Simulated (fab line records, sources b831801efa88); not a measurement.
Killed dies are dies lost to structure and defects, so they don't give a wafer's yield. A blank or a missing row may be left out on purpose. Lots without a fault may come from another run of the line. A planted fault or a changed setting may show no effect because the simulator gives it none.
Problem report in the 8D (eight disciplines) form, filled by code | flow sky130 | the parts of the form that need people (team, actions taken, sign-off) are left out

1. THE PROBLEM
oes_product_au at SKY_VIA2_ETCH_15 reads a mean of 1.006 a.u. on 2 wafers of 2 lots; wafers without a fault read 0.940 a.u. with a standard deviation of 0.0044. That is +15 standard deviations from the usual mean.
The step: etches SiO2 in C4F8/O2/Ar, stops on TiN, target depth 546 nm, time 84 s.
First seen on wafer L669.1, day 38 08:22, on rie_diel-03. The record holds 42 wafers of 14 lots with a number at this step. Rule for "out", or "out of limits": more than 4 standard deviations from the usual mean. The other wafers with a number count as sound.

2. WHAT IT IS AND WHAT IT IS NOT
question                    | is                       | is not
which readings at this step | oes_product_au           | -
which lots                  | L669, L671               | L670, L680, L681, L683, L684, L685, L686, L687, L688, L689, L690, L691
which wafers of those lots  | L669.1, L671.1           | L669.4, L669.5, L671.4, L671.6
read on which tools         | rie_diel-01, rie_diel-03 | rie_diel-04
when                        | from day 38 08:22        | up to then (5 sound wafers); but 35 sound wafers of L671, L680, L681, L683, L684, L685, L686, L687, L688, L689, L690, L691 came after

3. SUSPECTS, AND WHAT RULES EACH OUT
Counting: a tool at a process step up to the reading stays a suspect if it ran every lot that is out. Sound lots after the first of them don't rule it out here, since some wafers of a struck lot are sound.
- cmp-02 at SKY_VIA2_CMP_02 (polishes SiO2): kept. It ran every lot that is out, first L669 (day 37 05:16); its last sound lot up to then is L670 (day 37 04:13).
Left after counting: cmp-02 at SKY_VIA2_CMP_02.

4. THE CAUSE (what the simulator had put in)
Process parameter drift: cmp-02, from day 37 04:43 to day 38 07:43, at SKY_VIA2_CMP_02. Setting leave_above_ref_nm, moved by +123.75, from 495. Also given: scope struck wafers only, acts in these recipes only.
Counting left only this tool.

5. THE CHAIN OF EFFECTS, in route order
Each row: a reading whose mean over the struck wafers that have a number lies more than 3 standard deviations from the usual. Only readings for which the record gives a usual standard deviation are gone through. hours: the time from each lot's start at the first step in this table that gives one to its start at this step, as a median over the lots. sigmas: the change in usual standard deviations.
hours | step             | reading        | usual      | on struck wafers | change | sigmas
0     | SKY_VIA2_ETCH_15 | oes_product_au | 0.940 a.u. | 1.006            | +0.067 | +15
The process steps in it:
- SKY_VIA2_ETCH_15: etches SiO2 in C4F8/O2/Ar, stops on TiN, target depth 546 nm, time 84 s.

6. WHAT WOULD HAVE CAUGHT IT SOONER
In this record the first reading out of limits was taken at day 38 08:22, 28 hours after the fault began at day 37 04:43.
Of the tool readings at SKY_VIA2_CMP_02 for which the record gives a usual standard deviation, none was out on any struck wafer, so an alarm limit of 4 standard deviations on them would not have fired.
All the lots that are out (2) had begun SKY_VIA2_CMP_02 on cmp-02 by day 38 08:22. A hold on the tool at that time would have spared none of them.
